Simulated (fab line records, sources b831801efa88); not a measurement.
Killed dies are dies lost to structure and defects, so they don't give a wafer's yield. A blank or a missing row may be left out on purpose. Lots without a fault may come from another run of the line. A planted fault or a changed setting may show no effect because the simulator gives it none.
Which tool did it? | flow sky130 | 24 lots, 72 wafers sampled, at 3 steps of a route of 708

WHAT THE GAUGES READ, wafer by wafer
SKY_VIA2_OVL_MEAS_13.
lot  | measured     | on         | VIA2_OVL (nm)
L074 | day 36 17:37 | overlay-01 | 0 0 -1
L075 | day 37 02:14 | overlay-02 | 7 3 5
L076 | day 37 11:59 | overlay-02 | -3 -6 -8
L077 | day 38 01:40 | overlay-02 | 3 -9 -8
L079 | day 38 03:54 | overlay-01 | 6 4 6
L078 | day 38 10:17 | overlay-02 | 12 8 6
L080 | day 38 16:26 | overlay-01 | -2 6 -4
L081 | day 39 04:49 | overlay-01 | 15 5 14
L082 | day 39 08:04 | overlay-02 | 0 0 -5
L083 | day 40 00:10 | overlay-02 | 12 12 6
L084 | day 40 05:52 | overlay-02 | 0 4 0
L085 | day 40 10:28 | overlay-01 | 7 4 5
L086 | day 40 11:46 | overlay-02 | -9 1 -1
L087 | day 40 18:57 | overlay-01 | 6 4 1
L088 | day 41 09:20 | overlay-01 | -6 -1 -6
L089 | day 41 15:08 | overlay-02 | -1 -4 0
L090 | day 41 18:12 | overlay-02 | 5 5 5
L091 | day 41 21:51 | overlay-02 | 6 0 8
L092 | day 42 04:18 | overlay-02 | -2 6 11
L094 | day 42 12:09 | overlay-02 | 9 5 4
L093 | day 42 13:37 | overlay-02 | -5 1 5
L095 | day 43 01:25 | overlay-01 | -2 -5 -2
L096 | day 43 06:01 | overlay-01 | 6 5 0
L097 | day 43 06:18 | overlay-01 | 2 4 -1

SKY_VIA2_RS_MEAS_22: measures by four-point-probe.
lot  | measured     | on            | VIA2_W_RS (ohm/sq)
L074 | day 36 18:34 | film_metro-03 | 0.270 0.273 0.271
L075 | day 37 03:13 | film_metro-03 | 0.273 0.274 0.273
L076 | day 37 12:56 | film_metro-03 | 0.265 0.266 0.270
L077 | day 38 02:37 | film_metro-01 | 0.273 0.273 0.270
L079 | day 38 04:51 | film_metro-01 | 0.274 0.266 0.267
L078 | day 38 11:37 | film_metro-03 | 0.273 0.273 0.271
L080 | day 38 17:28 | film_metro-02 | 0.279 0.271 0.269
L081 | day 39 05:48 | film_metro-01 | 0.276 0.269 0.267
L082 | day 39 09:29 | film_metro-02 | 0.276 0.270 0.272
L083 | day 40 01:06 | film_metro-02 | 0.271 0.276 0.269
L084 | day 40 06:48 | film_metro-03 | 0.266 0.274 0.269
L085 | day 40 11:37 | film_metro-02 | 0.266 0.270 0.265
L086 | day 40 12:43 | film_metro-02 | 0.273 0.281 0.272
L087 | day 40 19:53 | film_metro-02 | 0.272 0.275 0.278
L088 | day 41 10:16 | film_metro-03 | 0.270 0.272 0.276
L089 | day 41 16:06 | film_metro-02 | 0.279 0.280 0.272
L090 | day 41 19:10 | film_metro-03 | 0.261 0.267 0.268
L091 | day 41 22:47 | film_metro-03 | 0.272 0.267 0.268
L092 | day 42 05:13 | film_metro-01 | 0.272 0.264 0.266
L094 | day 42 13:06 | film_metro-03 | 0.264 0.261 0.265
L093 | day 42 14:37 | film_metro-01 | 0.272 0.277 0.267
L095 | day 43 02:28 | film_metro-03 | 0.267 0.269 0.265
L096 | day 43 06:59 | film_metro-01 | 0.262 0.263 0.269
L097 | day 43 07:19 | film_metro-02 | 0.272 0.274 0.277

WHICH TOOL RAN EACH LOT (tool, then ch and the chambers of the sampled wafers, then the start)
lot  | SKY_VIA1_STRIP_16
L074 | plasma_asher-03 ch 0,1, day 34 08:39
L075 | plasma_asher-03 ch 0,1, day 34 18:07
L076 | plasma_asher-04 ch 0,1, day 35 04:37
L077 | plasma_asher-03 ch 0,1, day 35 18:48
L079 | plasma_asher-04 ch 1, day 35 21:23
L078 | plasma_asher-03 ch 0,1, day 36 03:09
L080 | plasma_asher-04 ch 0,1, day 36 09:47
L081 | plasma_asher-03 ch 0,1, day 36 22:13
L082 | plasma_asher-01 ch 1, day 37 03:16
L083 | plasma_asher-04 ch 0,1, day 37 17:18
L084 | plasma_asher-03 ch 0,1, day 38 00:32
L085 | plasma_asher-01 ch 1, day 38 04:33
L086 | plasma_asher-03 ch 0,1, day 38 05:58
L087 | plasma_asher-03 ch 0, day 38 13:37
L088 | plasma_asher-03 ch 0,1, day 39 05:27
L089 | plasma_asher-04 ch 0,1, day 39 10:36
L090 | plasma_asher-01 ch 0,1, day 39 14:41
L091 | plasma_asher-01 ch 0,1, day 39 17:06
L092 | plasma_asher-01 ch 0,1, day 40 00:04
L094 | plasma_asher-04 ch 0,1, day 40 08:31
L093 | plasma_asher-04 ch 0,1, day 40 10:57
L095 | plasma_asher-04 ch 0, day 40 22:26
L096 | plasma_asher-03 ch 0,1, day 41 01:49
L097 | plasma_asher-04 ch 0,1, day 41 04:00
- SKY_VIA1_STRIP_16: strips in O2/N2.

WHAT THE TOOLS THEMSELVES READ (means of the sampled wafers that have a number; where no wafer has one, the mark that the record gives instead)
SKY_VIA1_STRIP_16.
lot  | tool            | drypump_motor_current_A (A) | oes_product_au (a.u.) | strip_time_to_endpoint_s (s)
L074 | plasma_asher-03 | 5.4                         | 0.414                 | 4.425
L075 | plasma_asher-03 | 5.7                         | 0.418                 | 4.481
L076 | plasma_asher-04 | 5.9                         | 0.421                 | 4.446
L077 | plasma_asher-03 | 5.7                         | 0.418                 | 4.445
L079 | plasma_asher-04 | 5.7                         | 0.418                 | 4.480
L078 | plasma_asher-03 | 5.4                         | 0.419                 | 4.479
L080 | plasma_asher-04 | 5.8                         | 0.415                 | 4.437
L081 | plasma_asher-03 | 5.7                         | 0.415                 | 4.480
L082 | plasma_asher-01 | 5.4                         | 0.415                 | 4.457
L083 | plasma_asher-04 | 5.8                         | 0.414                 | 4.464
L084 | plasma_asher-03 | 5.7                         | 0.415                 | 4.469
L085 | plasma_asher-01 | 5.4                         | 0.412                 | 4.450
L086 | plasma_asher-03 | 5.7                         | 0.413                 | 4.445
L087 | plasma_asher-03 | 5.1                         | 0.415                 | 4.444
L088 | plasma_asher-03 | 5.7                         | 0.419                 | 4.450
L089 | plasma_asher-04 | 5.9                         | 0.418                 | 4.471
L090 | plasma_asher-01 | 6.0                         | 0.416                 | 4.471
L091 | plasma_asher-01 | 6.1                         | 0.414                 | 4.444
L092 | plasma_asher-01 | 6.0                         | 0.417                 | 4.473
L094 | plasma_asher-04 | 5.9                         | 0.417                 | 4.481
L093 | plasma_asher-04 | 5.8                         | 0.413                 | 4.477
L095 | plasma_asher-04 | 6.0                         | 0.418                 | 4.452
L096 | plasma_asher-03 | 5.4                         | 0.413                 | 4.443
L097 | plasma_asher-04 | 5.9                         | 0.417                 | 4.457

THE ANSWER, worked out from the rows above alone
Rule: what is usual is taken from the lots themselves. Put in order of their means at a reading, lots are off if they are a third of the lots or fewer, leave a main group of 4 or more, and stand apart from it by a gap of 3 or more times the standard deviation of the main group's means; of several such gaps the widest counts. A main group whose means are all the same, to the digits that the tables above print for the reading, isn't used. A lot without any number at a reading at which 4 lots or more have one is off too. The other lots that the step has rows for count as sound. The gauges are gone through in route order, then the tools' own readings, and for those a lot's mean is taken as printed above. The first step at which some lot is off is used, and at that step the reading that is off furthest; a lot without a number counts as furthest.
No lot is off at any reading shown: from this, nothing can be told.

WHAT THE SIMULATOR HAD PUT IN
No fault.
